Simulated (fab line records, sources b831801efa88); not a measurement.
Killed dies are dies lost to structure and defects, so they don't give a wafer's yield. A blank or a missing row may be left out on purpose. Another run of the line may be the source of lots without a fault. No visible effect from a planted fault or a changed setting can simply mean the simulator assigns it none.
fab line records    flow sky130
record lots=10  wafers=30  last-day=50
route steps=708 shown METAL4@598 CAP2M@605 VIA4@642 PAD_OPEN@708
lots untouched by any fault: they come from a run of this same line in which no faults occurred
start-h: hours from the record's opening day to when the first of the lot's shown wafers began    wait-h: hours elapsed since this lot's preceding step    " repeats the value in the row above    L1.1+2: one row covering several wafers at once    - either no value or no given start    * or withheld: withheld    < > ~ a bound
route shown NAME@n: a module of which the file shows steps, and the number in the route of the first    usual: the fault-free wafers' mean and standard deviation    same: alike in all rows    chamber/n: place in a boat    sites: each site's reading    _std_site: the values' standard deviation    _edge_site: inner sites' mean taken away from outer sites' mean    radius-mm: how far each site lies from the wafer's centre    mask NAME#n: copy n    behind: the most recent tool/chamber to have shaped the wafer    hold: the reason the lot was held/the length of the hold in hours/how it ended    device: whichever transistor did not switch (one of n, p or np)    end of line: tests run on the same wafers once the route is complete    a step without rows: its recipe alone    killed: dies lost to structure and defects at the first sort, not the wafer's yield    map: a wafer's dies, x killed, . not, _ none there
set.NAME: the setting the step ran with; set.NAME@STEP: the setting that earlier step ran with    model.NAME: the simulator's own value behind a step, which no gauge read
a sample of lots followed through the steps of the route, with each step as a table and each wafer as a row
services: when a tool's chamber went out of use (start-h, in hours from the record's first day, below 0 if earlier), for how many hours, and the reason
## steps
# step SKY_METAL4_SPUTTER_00
# recipe material=Ti  target-thk-nm=15  power-w=3000  time-s=10  chamber-pressure-pa=0.4
# usual chamber-pressure-pa=0.4000/0.00079  throttle-valve-pct=29.6/1.1
lot.wafer  tool            chamber  start-h  wait-h  chamber-pressure-pa  throttle-valve-pct
L281.1     pvd-sputter-02  -        942.20   0.1     0.4000               30.1
L281.3     "               -        "        "       0.3997               28.1
L281.4     "               -        "        "       0.4003               28.6
L285.3     pvd-sputter-01  -        973.78   0.2     0.4011               31.0
L285.4     "               -        "        "       0.4013               28.5
L285.5     "               -        "        "       0.4005               28.3
L287.1     pvd-sputter-04  -        980.90   0.2     0.4005               30.7
L287.3     "               -        "        "       0.3997               30.2
L287.5     "               -        "        "       0.4016               30.8
L292.1     pvd-sputter-04  -        1014.45  0.1     0.3993               30.1
L292.5     "               -        "        "       0.4010               29.8
L292.6     "               -        "        "       0.4012               30.9
L296.2     pvd-sputter-02  -        1044.33  0.2     0.3980               30.2
L296.4     "               -        "        "       0.3990               30.4
L296.6     "               -        "        "       0.3995               30.8
L294.2     pvd-sputter-02  -        1048.69  0.1     0.3998               30.7
L294.5     "               -        "        "       0.4008               28.5
L294.6     "               -        "        "       0.4008               30.2
L299.1     pvd-sputter-04  -        1075.51  0.1     0.3983               28.9
L299.2     "               -        "        "       0.3996               30.1
L299.6     "               -        "        "       0.3995               28.8
L301.3     pvd-sputter-01  -        1076.88  0.2     0.4004               28.4
L301.4     "               -        "        "       0.4014               28.8
L301.5     "               -        "        "       0.3998               28.2
L302.2     pvd-sputter-02  -        1093.78  0.1     0.4005               28.1
L302.3     "               -        "        "       0.4004               30.0
L302.4     "               -        "        "       0.4009               28.5
L303.4     pvd-sputter-02  -        1098.72  0.2     0.3995               30.6
L303.5     "               -        "        "       0.3999               28.1
L303.6     "               -        "        "       0.4006               30.7
# step SKY_CAP2M_SPUTTER_02
# recipe material=TiN  target-thk-nm=200  temp-c=300  power-w=6500  time-s=166.7  chamber-pressure-pa=0.4
# usual chamber-pressure-pa=0.3999/0.00078  throttle-valve-pct=30.0/0.85
lot.wafer  tool            chamber  start-h  wait-h  chamber-pressure-pa  throttle-valve-pct
L281.1     pvd-sputter-04  -        942.43   0.1     0.4006               28.8
L281.3     "               -        "        "       0.3997               30.7
L281.4     "               -        "        "       0.4004               29.8
L285.3     pvd-sputter-03  -        974.02   0.0     0.4007               30.2
L285.4     "               -        "        "       0.4015               30.9
L285.5     "               -        "        "       0.3994               30.4
L287.1     pvd-sputter-02  -        981.14   0.1     0.3989               30.7
L287.3     "               -        "        "       0.4001               30.4
L287.5     "               -        "        "       0.4000               28.7
L292.1     pvd-sputter-02  -        1014.73  0.1     0.3998               28.7
L292.5     "               -        "        "       0.3995               28.2
L292.6     "               -        "        "       0.4001               30.1
L296.2     pvd-sputter-04  -        1044.57  0.0     0.4003               30.7
L296.4     "               -        "        "       0.4008               28.8
L296.6     "               -        "        "       0.4001               30.6
L294.2     pvd-sputter-03  -        1048.92  0.0     0.3995               29.9
L294.5     "               -        "        "       0.3995               30.8
L294.6     "               -        "        "       0.4003               30.1
L299.1     pvd-sputter-02  -        1075.75  0.1     0.3994               30.6
L299.2     "               -        "        "       0.4003               27.9
L299.6     "               -        "        "       0.4007               30.8
L301.3     pvd-sputter-02  -        1077.12  0.0     0.4007               30.7
L301.4     "               -        "        "       0.3995               30.2
L301.5     "               -        "        "       0.4001               30.8
L302.2     pvd-sputter-03  -        1094.04  0.0     0.4001               30.1
L302.3     "               -        "        "       0.3993               30.8
L302.4     "               -        "        "       0.4010               30.0
L303.4     pvd-sputter-03  -        1098.98  0.0     0.4002               30.7
L303.5     "               -        "        "       0.3990               30.3
L303.6     "               -        "        "       0.4010               30.3
# step SKY_VIA4_BOW_MEAS_03
# recipe mode=bow
# usual VIA4_BOW=78/7.8
lot.wafer  tool           chamber  start-h  wait-h  VIA4_BOW[um]
L281.1     film-metro-01  -        989.89   0.2     81
L281.3     "              -        "        "       71
L281.4     "              -        "        "       64
L285.3     film-metro-04  -        1022.76  0.2     74
L285.4     "              -        "        "       70
L285.5     "              -        "        "       71
L287.1     film-metro-02  -        1029.46  0.1     81
L287.3     "              -        "        "       84
L287.5     "              -        "        "       75
L292.1     film-metro-04  -        1060.12  0.2     93
L292.5     "              -        "        "       85
L292.6     "              -        "        "       73
L296.2     film-metro-04  -        1088.35  0.2     74
L296.4     "              -        "        "       76
L296.6     "              -        "        "       72
L294.2     film-metro-04  -        1093.29  0.3     77
L294.5     "              -        "        "       79
L294.6     "              -        "        "       74
L299.1     film-metro-02  -        1118.24  0.2     65
L299.2     "              -        "        "       55
L299.6     "              -        "        "       69
L301.3     film-metro-04  -        1119.42  0.1     86
L301.4     "              -        "        "       78
L301.5     "              -        "        "       79
L302.2     film-metro-02  -        1133.86  0.2     88
L302.3     "              -        "        "       80
L302.4     "              -        "        "       81
L303.4     film-metro-04  -        1139.60  0.2     83
L303.5     "              -        "        "       69
L303.6     "              -        "        "       73
# step SKY_VIA4_CVD_18
# recipe material=W  target-thk-nm=505  time-s=152.14  temp-c=400  pressure-torr=40
# usual chamber-pressure-Torr=40.00/0.09  heater-power-w=811/73
lot.wafer  tool      chamber  start-h  wait-h  chamber-pressure-Torr  heater-power-w  since-wet-clean-h
L281.1     cvd-w-01  1        1011.80  0.0     40.23                  955             94
L281.3     "         0        "        "       39.97                  805             -
L281.4     "         1        "        "       40.09                  968             -
L285.3     cvd-w-01  1        1046.03  0.1     39.91                  968             -
L285.4     "         0        "        "       40.00                  830             -
L285.5     "         0        "        "       39.92                  798             -
L287.1     cvd-w-01  0        1052.87  0.0     40.13                  797             135
L287.3     "         1        "        "       39.90                  965             -
L287.5     "         0        "        "       40.20                  797             -
L292.1     cvd-w-02  1        1081.73  0.0     40.01                  756             678
L292.5     "         1        "        "       39.92                  753             -
L292.6     "         0        "        "       39.92                  773             -
L296.2     cvd-w-01  1        1107.93  0.0     40.02                  941             190
L296.4     "         1        "        "       39.98                  962             -
L296.6     "         0        "        "       39.91                  795             -
L294.2     cvd-w-01  1        1112.43  0.0     40.06                  1000            194
L294.5     "         1        "        "       39.99                  982             -
L294.6     "         0        "        "       39.93                  804             -
L299.1     cvd-w-01  0        1138.29  0.0     39.78                  806             220
L299.2     "         1        "        "       40.14                  998             220
L299.6     "         1        "        "       39.96                  958             -
L301.3     cvd-w-02  1        1138.99  0.1     39.98                  768             -
L301.4     "         0        "        "       40.06                  773             -
L301.5     "         0        "        "       40.00                  797             -
L302.2     cvd-w-02  1        1152.68  0.1     39.94                  768             -
L302.3     "         1        "        "       39.90                  765             -
L302.4     "         1        "        "       40.12                  791             -
L303.4     cvd-w-02  0        1158.25  0.1     40.05                  771             -
L303.5     "         0        "        "       39.96                  781             -
L303.6     "         1        "        "       40.05                  765             -
# step SKY_VIA4_RS_MEAS_19
# recipe thk-meas-gauge=four-point-probe  reads=W_of_VIA4_CVD_18+TiN_of_VIA4_SPUTTER_17
# usual VIA4_W_RS=0.2269/0.0021
lot.wafer  tool           chamber  start-h  wait-h  hold                      VIA4_W_RS[ohm/sq]
L281.1     film-metro-02  -        1011.95  0.1     -                         0.2300
L281.3     "              -        "        "       -                         0.2261
L281.4     "              -        "        "       -                         0.2300
L285.3     film-metro-04  -        1046.17  0.1     -                         0.2301
L285.4     "              -        "        "       -                         0.2301
L285.5     "              -        "        "       -                         0.2286
L287.1     film-metro-01  -        1053.02  0.1     -                         0.2280
L287.3     "              -        "        "       -                         0.2284
L287.5     "              -        "        "       -                         0.2278
L292.1     film-metro-01  -        1081.88  0.1     -                         0.2278
L292.5     "              -        "        "       -                         0.2269
L292.6     "              -        "        "       -                         0.2265
L296.2     film-metro-01  -        1108.10  0.1     -                         0.2272
L296.4     "              -        "        "       -                         0.2259
L296.6     "              -        "        "       -                         0.2261
L294.2     film-metro-01  -        1112.60  0.1     await-dispo/0.2h/release  0.1755
L294.5     "              -        "        "       await-dispo/0.2h/release  0.1764
L294.6     "              -        "        "       await-dispo/0.2h/release  0.2253
L294.2     film-metro-01  -        1112.89  0.3     -                         0.1754
L294.5     "              -        "        "       -                         0.1764
L294.6     "              -        "        "       -                         0.2252
L299.1     film-metro-02  -        1138.44  0.1     await-dispo/0.2h/release  0.2275
L299.2     "              -        "        "       await-dispo/0.2h/release  0.1767
L299.6     "              -        "        "       await-dispo/0.2h/release  0.1761
L299.1     film-metro-02  -        1138.86  0.4     -                         0.2275
L299.2     "              -        "        "       -                         0.1764
L299.6     "              -        "        "       -                         0.1762
L301.3     film-metro-04  -        1139.13  0.1     -                         0.2264
L301.4     "              -        "        "       -                         0.2251
L301.5     "              -        "        "       -                         0.2238
L302.2     film-metro-04  -        1152.95  0.2     -                         0.2265
L302.3     "              -        "        "       -                         0.2254
L302.4     "              -        "        "       -                         0.2249
L303.4     film-metro-01  -        1158.41  0.1     -                         0.2276
L303.5     "              -        "        "       -                         0.2278
L303.6     "              -        "        "       -                         0.2299
# step SKY_VIA4_THK_MEAS_20
# recipe thk-meas-gauge=xrf  reads=W_of_VIA4_CVD_18
# usual VIA4_W_THK=501/7.5
lot.wafer  tool           chamber  start-h  wait-h  hold                      VIA4_W_THK[nm]
L281.1     film-metro-02  -        1012.07  0.1     -                         496
L281.3     "              -        "        "       -                         504
L281.4     "              -        "        "       -                         495
L285.3     film-metro-04  -        1046.27  0.1     -                         487
L285.4     "              -        "        "       -                         486
L285.5     "              -        "        "       -                         487
L287.1     film-metro-01  -        1053.14  0.1     -                         504
L287.3     "              -        "        "       -                         500
L287.5     "              -        "        "       -                         502
L292.1     film-metro-01  -        1082.00  0.1     -                         503
L292.5     "              -        "        "       -                         502
L292.6     "              -        "        "       -                         506
L296.2     film-metro-01  -        1108.21  0.1     -                         506
L296.4     "              -        "        "       -                         513
L296.6     "              -        "        "       -                         510
L294.2     film-metro-01  -        1115.88  3.0     await-dispo/0.2h/release  658
L294.5     "              -        "        "       await-dispo/0.2h/release  657
L294.6     "              -        "        "       await-dispo/0.2h/release  509
L294.2     film-metro-01  -        1116.11  0.2     -                         657
L294.5     "              -        "        "       -                         657
L294.6     "              -        "        "       -                         511
L301.3     film-metro-04  -        1139.23  0.1     -                         499
L301.4     "              -        "        "       -                         503
L301.5     "              -        "        "       -                         502
L299.1     film-metro-02  -        1140.42  1.5     await-dispo/0.2h/release  497
L299.2     "              -        "        "       await-dispo/0.2h/release  637
L299.6     "              -        "        "       await-dispo/0.2h/release  641
L299.1     film-metro-02  -        1140.64  0.2     -                         496
L299.2     "              -        "        "       -                         636
L299.6     "              -        "        "       -                         639
L302.2     film-metro-04  -        1153.06  0.1     -                         495
L302.3     "              -        "        "       -                         499
L302.4     "              -        "        "       -                         501
L303.4     film-metro-01  -        1158.50  0.1     -                         504
L303.5     "              -        "        "       -                         500
L303.6     "              -        "        "       -                         498
# step SKY_VIA4_CMP_21
# recipe stop-on=SiO2  t-overpolish-s=25  down-force-psi=3.5  platen-rpm=60  target-thk-nm=0  pad-velocity-m-s=0.94248
# usual motor-current-A=10.5/0.82  time-to-endpoint-s=122/5.2
lot.wafer  tool    chamber  start-h  wait-h  hold                      motor-current-A  time-to-endpoint-s
L281.3     cmp-01  2        1012.13  0.0     -                         10.2             119
L281.4     "       3        "        "       -                         10.9             117
L281.1     "       0        "        "       -                         10.8             115
L285.4     cmp-02  3        1046.36  0.1     -                         10.1             123
L285.3     "       0        "        "       -                         10.0             123
L285.5     "       2        "        "       -                         11.6             129
L287.3     cmp-01  2        1053.25  0.1     -                         10.6             118
L287.1     "       0        "        "       -                         10.6             118
L287.5     "       1        "        "       -                         11.5             118
L292.1     cmp-01  2        1082.06  0.1     -                         10.0             116
L292.5     "       2        "        "       -                         10.7             117
L292.6     "       3        "        "       -                         11.0             119
L296.4     cmp-02  1        1108.36  0.1     -                         9.7              120
L296.2     "       2        "        "       -                         12.6             119
L296.6     "       3        "        "       -                         9.9              121
L294.2     cmp-02  1        1117.17  1.0     await-dispo/0.9h/release  9.4              156
L294.5     "       3        "        "       await-dispo/0.9h/release  9.4              157
L294.6     "       0        "        "       await-dispo/0.9h/release  9.9              124
L301.3     cmp-02  2        1139.37  0.1     -                         11.2             123
L301.4     "       3        "        "       -                         9.6              126
L301.5     "       1        "        "       -                         9.8              123
L299.1     cmp-01  1        1149.47  8.8     await-dispo/8.2h/release  11.2             120
L299.2     "       3        "        "       await-dispo/8.2h/release  11.0             152
L299.6     "       1        "        "       await-dispo/8.2h/release  11.7             154
L302.4     cmp-02  1        1153.11  0.0     -                         9.5              124
L302.2     "       2        "        "       -                         11.9             125
L302.3     "       0        "        "       -                         10.2             123
L303.4     cmp-02  0        1158.53  0.0     -                         10.6             125
L303.6     "       0        "        "       -                         10.3             124
L303.5     "       1        "        "       -                         10.0             120
# step SKY_PAD_OPEN_PROBE_99
# usual defect-limited-yield=83.0/1.9  killed_at_M0_to_M3=43/6.9  killed_at_M4_up=3.1/1.9  killed-at-contacts=24/5.4  killed-at-front-end=14/4.3  killed-at-other=0.3/0.53  killed-dies=84/9.5  killed-open=46/6.8  killed-short=38/6  sort_bin_3_pad_short=0.9/0.46  sort_bin_5_function=10.0/1.4  sort_bin_6_memory=6.1/1.1  sort-n-pass=408/9.5  sort-yield-pct=83.0/1.9
# same gross-dies=492  killed-at-back-side=0  sort_bin_4_leakage[%]=0  sort_bin_8_speed[%]=0
lot.wafer  tool       chamber  start-h  wait-h  defect-limited-yield[%]  killed_at_M0_to_M3  killed_at_M4_up  killed-at-contacts  killed-at-front-end  killed-at-other  killed-dies  killed-open  killed-short  sort_bin_3_pad_short[%]  sort_bin_5_function[%]  sort_bin_6_memory[%]  sort-n-pass  sort-yield-pct[%]
L285.3     prober-02  -        1111.45  0.2     83.5                     44                  4                22                  11                   0                81           44           37            1.4                      7.5                     7.5                   411          83.5
L285.4     prober-02  -        1111.50  0.2     85.2                     45                  5                13                  10                   0                73           34           39            1.4                      9.8                     3.7                   419          85.2
L285.5     prober-02  -        1111.55  0.2     83.1                     51                  2                17                  13                   0                83           44           39            0.8                      10.0                    6.1                   409          83.1
L287.1     prober-01  -        1119.27  0.1     83.3                     43                  2                26                  11                   0                82           40           42            0.4                      9.8                     6.5                   410          83.3
L287.3     prober-01  -        1119.37  0.2     81.7                     46                  6                25                  13                   0                90           47           43            0.6                      11.6                    6.1                   402          81.7
L287.5     prober-01  -        1119.47  0.2     82.3                     45                  6                22                  14                   0                87           42           45            0.8                      10.4                    6.5                   405          82.3
# killed by level:class
L285.3 CONTACT:geometric-particle:open=11 VIA1:geometric-particle:open=10 VIA2:geometric-particle:open=7 VIA1:geometric-particle:short=5 METAL2:geometric-particle:short=5 FIELD_ISO:geometric-particle:short=4 VIA3:geometric-particle:open=4 LOCAL_INTERCONNECT:geometric-particle:short=4
L285.4 VIA1:geometric-particle:open=10 VIA3:geometric-particle:open=8 METAL2:geometric-particle:short=6 METAL4:geometric-particle:short=5 LI_CONTACT:geometric-particle:open=5 VIA2:geometric-particle:short=5 CONTACT:geometric-particle:open=4 METAL1:geometric-particle:short=4
L285.5 VIA1:geometric-particle:open=12 VIA2:geometric-particle:open=9 CONTACT:geometric-particle:open=8 METAL1:geometric-particle:short=6 VIA1:geometric-particle:short=6 VIA3:geometric-particle:open=6 FIELD_ISO:geometric-particle:short=5 LI_CONTACT:geometric-particle:open=4
L287.1 VIA1:geometric-particle:open=11 CONTACT:geometric-particle:open=9 LOCAL_INTERCONNECT:geometric-particle:short=7 VIA1:geometric-particle:short=7 METAL1:geometric-particle:short=5 FIELD_ISO:geometric-particle:short=4 LI_CONTACT:geometric-particle:open=4 CONTACT:geometric-particle:short=4
L287.3 VIA1:geometric-particle:open=13 CONTACT:geometric-particle:open=12 METAL2:geometric-particle:short=10 VIA2:geometric-particle:open=6 METAL4:geometric-particle:short=5 LI_CONTACT:geometric-particle:open=4 LOCAL_INTERCONNECT:geometric-particle:short=4 METAL1:geometric-particle:short=4
L287.5 VIA1:geometric-particle:open=10 VIA3:geometric-particle:open=9 LOCAL_INTERCONNECT:geometric-particle:short=8 CONTACT:geometric-particle:short=5 VIA1:geometric-particle:short=5 METAL2:geometric-particle:short=5 METAL1:geometric-particle:short=4 METAL2:geometric-particle:open=4
## services
tool            chamber  start-h  hours  kind
pvd-sputter-04  -        930.40   5.9    repair
cmp-02          -        931.39   0.3    repair
pvd-sputter-03  -        938.90   3.0    repair
pvd-sputter-03  -        974.23   3.2    repair
pvd-sputter-02  3        979.60   -      consumable-replace:kit
pvd-sputter-02  3        979.60   18.0   scheduled-down
pvd-sputter-02  3        979.60   18.0   vent-cycle
cmp-01          -        983.23   4.0    repair
pvd-sputter-02  -        986.64   3.1    repair
pvd-sputter-01  -        1049.50  9.5    repair
pvd-sputter-01  -        1052.49  3.2    repair
cvd-w-01        -        1068.67  3.8    pm
cvd-w-01        -        1073.62  6.0    pm
pvd-sputter-04  -        1078.37  1.7    repair
cvd-w-01        -        1082.00  1.6    repair
cmp-02          -        1084.00  4.0    pm
cmp-01          -        1093.78  5.8    pm
pvd-sputter-04  -        1093.93  3.8    repair
cmp-01          -        1099.55  15.7   pm
cvd-w-02        -        1104.27  0.9    repair
cmp-02          -        1108.79  2.4    repair
cmp-02          -        1120.82  5.1    pm
cvd-w-01        -        1138.71  1.6    repair
cvd-w-02        0        1149.04  4.0    repair
## key
first-sign step=SKY_VIA4_RS_MEAS_19  reading=visit  direction=added
effect step=SKY_VIA4_RS_MEAS_19  reading=VIA4_W_RS  direction=down  sigmas=24  usual=0.2269  struck=0.1762
effect step=SKY_VIA4_THK_MEAS_20  reading=visit  direction=added
effect step=SKY_VIA4_THK_MEAS_20  reading=VIA4_W_THK  direction=up  sigmas=20  usual=501  struck=648
effect step=SKY_VIA4_CMP_21  reading=time-to-endpoint-s  direction=up  sigmas=6.2  usual=*  struck=*
met-at SKY_VIA4_CVD_18
struck-lots L294,L299
struck-wafers L294.2,L294.5,L299.2,L299.6
not-acting-at SKY_METAL4_SPUTTER_00,SKY_CAP2M_SPUTTER_02,SKY_VIA4_BOW_MEAS_03
onset-between 1107.93 1112.43
fault kind=process-parameter-drift  tool=cvd-w-01  chamber=1  onset-h=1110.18  steps=SKY_VIA4_CVD_18  channel=target-thk-nm  offset=149.18  shape=step  end-h=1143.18  acts-in=these-recipes-only  stated=505
